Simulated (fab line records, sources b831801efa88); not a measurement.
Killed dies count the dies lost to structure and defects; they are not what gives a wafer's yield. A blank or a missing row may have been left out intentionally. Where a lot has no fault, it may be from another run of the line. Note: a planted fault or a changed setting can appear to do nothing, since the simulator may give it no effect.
8D (eight disciplines) problem report, filled in by code	flow gf180mcu	the parts of the form that need people (team, actions taken, sign-off) are left out

## 1. WHAT IS WRONG
Mean MIM_CVD_05_THK at GF_MIM_THK_MEAS_06: 51.3 nm over 2 wafers in 2 lots; fault-free wafers: 42.2 nm, standard deviation 0.54. Measured from the usual mean, that is +17 standard deviations.
Seen first at day 29 07:42 on film-metro-02, wafer L179.2. The record has a number at this step for 39 wafers belonging to 13 lots. Rule for "out" (also "out of limits"): further than 4 standard deviations from the usual mean. The rest of the wafers with a number are treated as sound.

## 2. WHAT IT IS, AND WHAT IT ISN'T
question	is	is not
which readings at this step	MIM_CVD_05_THK	-
which lots	L179, L181	L163, L164, L167, L170, L171, L172, L174, L175, L183, L185, L186
which wafers of those lots	L179.2, L181.3	L179.1, L179.4, L181.4, L181.5
read on which gauges	film-metro-02, film-metro-03	film-metro-01
when	from day 29 07:42	up to then (26 sound wafers); but 11 sound wafers of L181, L183, L185, L186 came after

## 3. THE SUSPECTS, EACH WITH WHAT RULES IT OUT
Counting: any tool at a process step up to the reading remains a suspect provided it ran every lot that is out. Sound lots after the first of them don't rule it out here, since some wafers of a struck lot are sound.
- ruled out: the gauge at GF_MIM_THK_MEAS_06. Those wafers that are out were read across 2 gauges (film-metro-02, film-metro-03).
- pecvd-04 at GF_V2_CVD_02 (deposits SiO2 from TEOS, target thk 850 nm, time 94.851 s): kept. Ran every lot that is out, first one L179 (day 24 18:50); last sound lot up to then L167 (day 20 16:54).
- pecvd-04 at GF_MIM_CVD_05 (deposits Si3N4, target thk 42 nm, time 29.086 s): kept. Ran every lot that is out, first one L179 (day 29 07:40); last sound lot up to then L175 (day 28 08:54).
The count leaves pecvd-04 at GF_MIM_CVD_05 and pecvd-04 at GF_V2_CVD_02.

## 4. THE CAUSE (what the simulator had put in)
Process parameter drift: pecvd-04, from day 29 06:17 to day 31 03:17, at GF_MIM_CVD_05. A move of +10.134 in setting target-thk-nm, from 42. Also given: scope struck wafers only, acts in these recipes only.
Of the 2 suspects that counting leaves, this tool is one.

## 5. THE CHAIN OF EFFECTS, in route order
Each row: a reading whose mean over the struck wafers that have a number lies more than 3 standard deviations from the usual. Only readings whose record carries a usual standard deviation are examined. hours: median over the lots of the time between each lot's start at the first step of this table that gives one and its start at this step. sigmas: the change, counted in usual standard deviations.
hours	step	reading	usual	on struck wafers	change	sigmas
0	GF_MIM_THK_MEAS_06	MIM_CVD_05_THK	42.2 nm	51.3	+9.1	+17
At these later measuring or inspecting steps, every struck wafer for which the step has a row has a number for every such reading, and none has moved that far: GF_V5_CD_MEAS_14.

## 6. WHAT WOULD HAVE CAUGHT IT SOONER
In this record the first reading out of limits at a measuring or inspecting step was taken at day 29 07:42, 1 hour after the fault began at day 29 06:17.
An alarm limit of 4 standard deviations would not have fired on the tool readings at GF_MIM_CVD_05 for which the record gives a usual standard deviation, since none of them was out on any struck wafer.
Lots out: 2; of these, L181 started GF_MIM_CVD_05 on pecvd-04 after day 29 07:42. Putting the tool on hold at that point would have spared it.
